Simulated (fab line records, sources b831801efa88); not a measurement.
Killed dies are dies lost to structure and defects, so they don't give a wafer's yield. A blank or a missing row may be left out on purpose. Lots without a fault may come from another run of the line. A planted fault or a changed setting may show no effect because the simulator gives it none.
One fault seen from 2 desks | flow gf180mcu | each desk has only its own numbers; what lay behind them comes last

THE TOOL OWNER'S DESK: implanter-03
The tool's own readings at GF_NWELL_IMPLANT_09: means of the sampled wafers that have a number, for each lot that ran on this tool. A lot is out of limits, marked OUT, if its mean lies more than 4 standard deviations from the usual mean; the brackets give that distance.
Columns: A = dose_ions_cm2 at GF_NWELL_IMPLANT_09, usual 4.001e+12; B = faraday_current_uA at GF_NWELL_IMPLANT_09, usual 22.6
lot  | first seen here | A                           | B
L548 | day 3 08:01     | 3.998e+12                   | 22.3
L553 | day 4 11:10     | 4.001e+12                   | 22.1
L555 | day 4 23:38     | 4.002e+12                   | 22.9
L558 | day 5 14:52     | 4.000e+12                   | 22.7
L565 | day 7 05:22     | 7.671e+12 (+99 or more) OUT | 43.5 (+45) OUT
L567 | day 7 15:31     | 7.669e+12 (+99 or more) OUT | 43.1 (+44) OUT
This desk's finding: out of limits on L565, L567; first on L565, day 7 05:22 (dose_ions_cm2 at GF_NWELL_IMPLANT_09). In limits: L548, L553, L555, L558.

THE METROLOGY DESK
What the gauges read, lot by lot, whatever tool the lot ran on: means of the sampled wafers that have a number. A lot is out of limits, marked OUT, if its mean lies more than 4 standard deviations from the usual mean; the brackets give that distance.
Columns: A = NWELL_OVL at GF_NWELL_OVL_MEAS_07, usual -0.3 nm; B = NWELL_TW at GF_NWELL_TW_MEAS_11, usual 1564; C = MVPSD_TW at GF_MVPSD_TW_MEAS_11, usual 550; D = NWELL_RS at GF_VT_IMPLANT_RS_MEAS_47, usual 488.0 ohm/sq
lot  | first seen here | A    | B               | C   | D
L548 | day 3 07:49     | 1.3  | 1556            | 544 | 486.4
L552 | day 4 05:43     | 1.2  | 1572            | 549 | 488.0
L553 | day 4 10:58     | -2.1 | 1575            | 548 | 488.1
L555 | day 4 23:28     | -0.1 | 1573            | 547 | 486.8
L556 | day 5 04:19     | -0.2 | 1558            | 556 | 487.5
L557 | day 5 08:07     | -0.2 | 1541            | 547 | 488.8
L558 | day 5 14:40     | 0.8  | 1546            | 555 | 488.0
L565 | day 7 05:10     | -0.4 | 1641 (+7.0) OUT | 549 | 434.5 (-49) OUT
L567 | day 7 15:17     | -0.5 | 1633 (+6.3) OUT | 550 | 434.4 (-49) OUT
L568 | day 7 19:07     | -0.7 | 1564            | 551 | 487.2
L569 | day 8 00:24     | -1.0 | 1549            | 553 | 487.8
L571 | day 8 12:04     | 0.0  | 1577            | 552 | 486.8
This desk's finding: out of limits on L565, L567; first on L565, day 7 05:36 (NWELL_TW at GF_NWELL_TW_MEAS_11). In limits: L548, L552, L553, L555, L556, L557, L558, L568, L569, L571.

PUT TOGETHER
The tool owner's desk could have raised an alarm at day 7 05:22, on L565, L567.
The metrology desk could have raised an alarm at day 7 05:36, on L565, L567.
Of the lots named, all ran GF_NWELL_IMPLANT_09 on implanter-03.

WHAT THE SIMULATOR HAD PUT IN
Process parameter drift: implanter-03, from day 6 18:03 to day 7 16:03, at GF_NWELL_IMPLANT_09. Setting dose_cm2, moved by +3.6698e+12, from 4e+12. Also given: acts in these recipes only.
Lots struck among those shown: L565, L567.
Hours from the fault's start to each desk's first reading out of limits: the tool owner's desk, 11; the metrology desk, 12.
